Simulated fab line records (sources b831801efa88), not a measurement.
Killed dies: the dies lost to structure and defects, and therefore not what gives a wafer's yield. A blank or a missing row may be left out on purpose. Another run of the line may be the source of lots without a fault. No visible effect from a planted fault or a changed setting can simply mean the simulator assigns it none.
8D (eight disciplines) problem report, filled in by code -- flow gf180mcu -- the parts of the form that need people (team, actions taken, sign-off) are left out

== 1. THE ISSUE ==
At GF_V2_CD_MEAS_14, cdNm averages 268.9 nm over 6 wafers from 2 lots, while fault-free wafers read 259.5 nm, standard deviation 1.3. Relative to the usual mean, that is a shift of +7.2 standard deviations.
The step: target cd 260 nm.
First seen on wafer L219.2, day 24 06:52, on cdSem-02. The record holds 33 wafers of 11 lots with a number at this step. Rule for "out", or "out of limits": more than 4 standard deviations from the usual mean. Any other wafer with a number is counted as sound.

== 2. WHAT THIS IS AND IS NOT ==
question,is,is not
which readings at this step,cdNm,-
which lots,"L218, L219","L208, L210, L211, L212, L227, L228, L229, L230, L231"
which wafers of those lots,all that have a number,-
read on which gauges,cdSem-02,cdSem-01
when,from day 24 06:52,"up to then (12 sound wafers); but 15 sound wafers of L227, L228, L229, L230, L231 came after"

== 3. THE SUSPECTS, EACH WITH WHAT RULES IT OUT ==
Counting: a tool at a process step up to the reading stays a suspect if it ran every lot that is out and no sound lot after the first of them.
- the gauge at GF_V2_CD_MEAS_14: ruled out. All the wafers that are out were read on cdSem-02, but those of them that GF_V2_STRIP_18 has rows for are out there too, on other tools.
- lithoTrack-01 at GF_V2_COAT_09 (resist thk 1000 nm): ruled out as a lasting fault. After its first lot that is out, L219 (day 23 19:00), sound lots L227, L228, L231 ran on it.
Left after counting: nothing in the record.

== 4. THE CAUSE (what the simulator had put in) ==
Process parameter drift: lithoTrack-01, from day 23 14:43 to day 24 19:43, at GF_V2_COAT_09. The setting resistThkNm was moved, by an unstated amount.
The count ruled it out by mistake, since the rule takes a fault to strike every lot its tool runs from the start of the fault on, and this one did not do so.

== 5. THE CHAIN OF EFFECTS, in route order ==
Rows list readings where the struck wafers' mean (over those with a number) sits beyond 3 standard deviations from the usual. Only readings whose record carries a usual standard deviation are examined. hours: median over the lots of the time between each lot's start at the first step of this table that gives one and its start at this step. sigmas: the change, counted in usual standard deviations.
hours,step,reading,usual,on struck wafers,change,sigmas
0,GF_V2_CD_MEAS_14,cdNm,259.5 nm,268.9,+9.4,+7.2
0,GF_V2_STRIP_18,oesProductAu,0.592 a.u.,0.491,-0.101,-20
Its process steps:
- GF_V2_STRIP_18: strips in O2/N2.

== 6. HOW IT WOULD HAVE BEEN CAUGHT EARLIER ==
16 hours passed between the start of the fault at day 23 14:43 and the first reading out of limits at a measuring or inspecting step in this record, taken at day 24 06:52.
An alarm limit of 4 standard deviations would not have fired on the tool readings at GF_V2_COAT_09 for which the record gives a usual standard deviation, since none of them was out on any struck wafer.
